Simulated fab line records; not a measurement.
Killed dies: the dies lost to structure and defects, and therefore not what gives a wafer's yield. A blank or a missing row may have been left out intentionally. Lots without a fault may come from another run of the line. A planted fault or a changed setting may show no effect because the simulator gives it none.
Which tool did it? || flow gf180mcu || 39 wafers from 13 lots sampled at 4 of the route's 602 steps

## WHAT EACH GAUGE READ, for each wafer
GF_STI_THK_MEAS_30.
{"lot": "L789", "measured": "day 2 17:00", "on": "film metro-04", "STI_OXIDATION_02_THK (nm)": "9.99 10.16 10.11"}
{"lot": "L790", "measured": "day 2 22:02", "on": "film metro-04", "STI_OXIDATION_02_THK (nm)": "10.35 10.03 9.93"}
{"lot": "L792", "measured": "day 3 02:05", "on": "film metro-01", "STI_OXIDATION_02_THK (nm)": "10.03 10.08 10.09"}
{"lot": "L793", "measured": "day 3 06:11", "on": "film metro-04", "STI_OXIDATION_02_THK (nm)": "9.92 9.98 10.11"}
{"lot": "L794", "measured": "day 3 06:12", "on": "film metro-01", "STI_OXIDATION_02_THK (nm)": "9.79 9.88 9.70"}
{"lot": "L795", "measured": "day 3 16:16", "on": "film metro-04", "STI_OXIDATION_02_THK (nm)": "9.88 9.82 9.92"}
{"lot": "L796", "measured": "day 3 20:52", "on": "film metro-04", "STI_OXIDATION_02_THK (nm)": "10.29 10.15 10.04"}
{"lot": "L797", "measured": "day 4 00:43", "on": "film metro-03", "STI_OXIDATION_02_THK (nm)": "10.05 10.10 10.18"}
{"lot": "L798", "measured": "day 4 04:48", "on": "film metro-01", "STI_OXIDATION_02_THK (nm)": "9.96 10.06 10.17"}
{"lot": "L800", "measured": "day 4 16:52", "on": "film metro-03", "STI_OXIDATION_02_THK (nm)": "10.56 10.34 10.41"}
{"lot": "L802", "measured": "day 5 02:12", "on": "film metro-01", "STI_OXIDATION_02_THK (nm)": "15.58 15.75 15.67"}
{"lot": "L807", "measured": "day 6 03:25", "on": "film metro-04", "STI_OXIDATION_02_THK (nm)": "15.60 15.65 15.60"}
{"lot": "L809", "measured": "day 6 12:59", "on": "film metro-01", "STI_OXIDATION_02_THK (nm)": "9.95 10.00 9.93"}

GF_DUAL_GATE_THK_MEAS_03.
{"lot": "L789", "measured": "day 8 03:08", "on": "film metro-03", "DUAL_GATE_OXIDATION_00_THK (nm)": "10.98 10.87 10.83"}
{"lot": "L790", "measured": "day 8 12:33", "on": "film metro-03", "DUAL_GATE_OXIDATION_00_THK (nm)": "10.59 10.50 10.58"}
{"lot": "L792", "measured": "day 8 16:05", "on": "film metro-03", "DUAL_GATE_OXIDATION_00_THK (nm)": "11.22 10.78 11.01"}
{"lot": "L793", "measured": "day 9 00:17", "on": "film metro-04", "DUAL_GATE_OXIDATION_00_THK (nm)": "10.79 10.74 10.83"}
{"lot": "L794", "measured": "day 8 22:05", "on": "film metro-03", "DUAL_GATE_OXIDATION_00_THK (nm)": "10.44 10.31 10.31"}
{"lot": "L795", "measured": "day 9 10:59", "on": "film metro-01", "DUAL_GATE_OXIDATION_00_THK (nm)": "10.84 11.20 11.10"}
{"lot": "L796", "measured": "day 9 16:29", "on": "film metro-01", "DUAL_GATE_OXIDATION_00_THK (nm)": "11.08 11.12 11.30"}
{"lot": "L797", "measured": "day 9 20:59", "on": "film metro-01", "DUAL_GATE_OXIDATION_00_THK (nm)": "10.85 11.00 11.01"}
{"lot": "L798", "measured": "day 10 01:58", "on": "film metro-01", "DUAL_GATE_OXIDATION_00_THK (nm)": "10.88 11.02 11.14"}
{"lot": "L800", "measured": "day 10 18:29", "on": "film metro-01", "DUAL_GATE_OXIDATION_00_THK (nm)": "10.77 10.68 10.76"}
{"lot": "L802", "measured": "day 11 07:38", "on": "film metro-01", "DUAL_GATE_OXIDATION_00_THK (nm)": "10.56 10.74 10.68"}
{"lot": "L807", "measured": "day 12 15:24", "on": "film metro-04", "DUAL_GATE_OXIDATION_00_THK (nm)": "10.71 10.71 10.71"}
{"lot": "L809", "measured": "day 13 06:37", "on": "film metro-01", "DUAL_GATE_OXIDATION_00_THK (nm)": "10.93 10.80 10.75"}

GF_HV_LDD_OVL_MEAS_32.
{"lot": "L789", "measured": "day 12 00:52", "on": "overlay-01", "HV_LDD_02_OVL (nm)": "0.1 1.0 1.8"}
{"lot": "L790", "measured": "day 12 11:07", "on": "overlay-02", "HV_LDD_02_OVL (nm)": "3.4 2.1 2.9"}
{"lot": "L792", "measured": "day 12 18:52", "on": "overlay-02", "HV_LDD_02_OVL (nm)": "0.8 0.9 1.4"}
{"lot": "L793", "measured": "day 13 03:40", "on": "overlay-02", "HV_LDD_02_OVL (nm)": "0.2 0.3 1.3"}
{"lot": "L794", "measured": "day 12 23:13", "on": "overlay-01", "HV_LDD_02_OVL (nm)": "0.8 -0.1 1.0"}
{"lot": "L795", "measured": "day 13 14:20", "on": "overlay-01", "HV_LDD_02_OVL (nm)": "1.5 1.6 0.5"}
{"lot": "L796", "measured": "day 13 20:02", "on": "overlay-01", "HV_LDD_02_OVL (nm)": "2.2 0.9 1.4"}
{"lot": "L797", "measured": "day 14 03:22", "on": "overlay-02", "HV_LDD_02_OVL (nm)": "1.9 1.3 2.1"}
{"lot": "L798", "measured": "day 14 07:43", "on": "overlay-02", "HV_LDD_02_OVL (nm)": "1.3 1.2 0.3"}
{"lot": "L800", "measured": "day 15 06:22", "on": "overlay-01", "HV_LDD_02_OVL (nm)": "0.5 0.6 0.2"}
{"lot": "L802", "measured": "day 15 18:37", "on": "overlay-01", "HV_LDD_02_OVL (nm)": "1.8 0.7 1.8"}
{"lot": "L807", "measured": "day 17 07:32", "on": "overlay-01", "HV_LDD_02_OVL (nm)": "0.4 -0.7 -1.2"}
{"lot": "L809", "measured": "day 18 02:40", "on": "overlay-01", "HV_LDD_02_OVL (nm)": "1.2 0.2 -0.3"}

## WHAT TOOL EACH LOT RAN ON (gives the tool, then ch and the chambers of the sampled wafers, and finally the start)
{"lot": "L789", "GF_STI_OXIDATION_29": "furnace-01 ch 0, day 2 15:37"}
{"lot": "L790", "GF_STI_OXIDATION_29": "furnace-02 ch 0, day 2 20:38"}
{"lot": "L792", "GF_STI_OXIDATION_29": "furnace-01 ch 0, day 3 00:41"}
{"lot": "L793", "GF_STI_OXIDATION_29": "furnace-01 ch 0, day 3 04:48"}
{"lot": "L794", "GF_STI_OXIDATION_29": "furnace-01 ch 0, day 3 04:48"}
{"lot": "L795", "GF_STI_OXIDATION_29": "furnace-01 ch 0, day 3 14:51"}
{"lot": "L796", "GF_STI_OXIDATION_29": "furnace-02 ch 0, day 3 19:27"}
{"lot": "L797", "GF_STI_OXIDATION_29": "furnace-01 ch 0, day 3 23:19"}
{"lot": "L798", "GF_STI_OXIDATION_29": "furnace-01 ch 0, day 4 03:24"}
{"lot": "L800", "GF_STI_OXIDATION_29": "furnace-01 ch 0, day 4 15:28"}
{"lot": "L802", "GF_STI_OXIDATION_29": "furnace-01 ch 0, day 5 00:49"}
{"lot": "L807", "GF_STI_OXIDATION_29": "furnace-01 ch 0, day 6 02:01"}
{"lot": "L809", "GF_STI_OXIDATION_29": "furnace-02 ch 0, day 6 11:35"}
- GF_STI_OXIDATION_29: stabilise 600 s, purge 300 s, target thk 10 nm.

## WHAT THE TOOLS THEMSELVES READ (means of the sampled wafers that have a number; where no wafer has one, the mark that the record gives instead)
GF_STI_OXIDATION_29.
{"lot": "L789", "tool": "furnace-01", "zone power centre pct (%)": 15.5}
{"lot": "L790", "tool": "furnace-02", "zone power centre pct (%)": 19.5}
{"lot": "L792", "tool": "furnace-01", "zone power centre pct (%)": 15.4}
{"lot": "L793", "tool": "furnace-01", "zone power centre pct (%)": 15.5}
{"lot": "L794", "tool": "furnace-01", "zone power centre pct (%)": 15.6}
{"lot": "L795", "tool": "furnace-01", "zone power centre pct (%)": 15.5}
{"lot": "L796", "tool": "furnace-02", "zone power centre pct (%)": 19.6}
{"lot": "L797", "tool": "furnace-01", "zone power centre pct (%)": 15.4}
{"lot": "L798", "tool": "furnace-01", "zone power centre pct (%)": 15.5}
{"lot": "L800", "tool": "furnace-01", "zone power centre pct (%)": 15.6}
{"lot": "L802", "tool": "furnace-01", "zone power centre pct (%)": 15.6}
{"lot": "L807", "tool": "furnace-01", "zone power centre pct (%)": 15.4}
{"lot": "L809", "tool": "furnace-02", "zone power centre pct (%)": 19.6}

## THE ANSWER, worked out from the rows above alone
Rule: the lots themselves supply what counts as usual. The widest of any qualifying gaps counts: lots, ordered by their means at a reading, are off when they make up no more than a third of the lots, leave a main group of 4 or more, and stand apart from it by 3 or more times the standard deviation of that group's means. The tables above print the reading to a certain number of digits; a main group whose means all agree to those digits is not used. Also off: a lot with no number at a reading for which 4 or more lots have one. Any other lot the step has rows for is counted as sound. First the gauges in route order, then the tools' own readings, where a lot's mean is used as printed above. At the first step where some lot is off, the reading lying furthest off is the one used; lots without a number count as furthest.
Off: L802, L807, at GF_STI_THK_MEAS_30 (STI_OXIDATION_02_THK). For the main group the mean is 10.06 nm and the standard deviation 0.16.
If a tool, at a process step before that reading, ran all the lots that are off and no sound lot after the first of them, it fits. The gauges at GF_STI_THK_MEAS_30 are tried like those tools. One fits: GF_STI_OXIDATION_29 on furnace-01. A fault onset in the window from L800 (day 4 15:28, its last sound lot) to L802 (day 5 00:49, its first lot off) fits.

## WHAT THE SIMULATOR HAD PUT IN
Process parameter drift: furnace-01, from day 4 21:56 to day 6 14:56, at GF_STI_OXIDATION_29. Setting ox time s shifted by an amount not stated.
Lots struck among those shown: L802, L807. The rule given above showed the same thing.
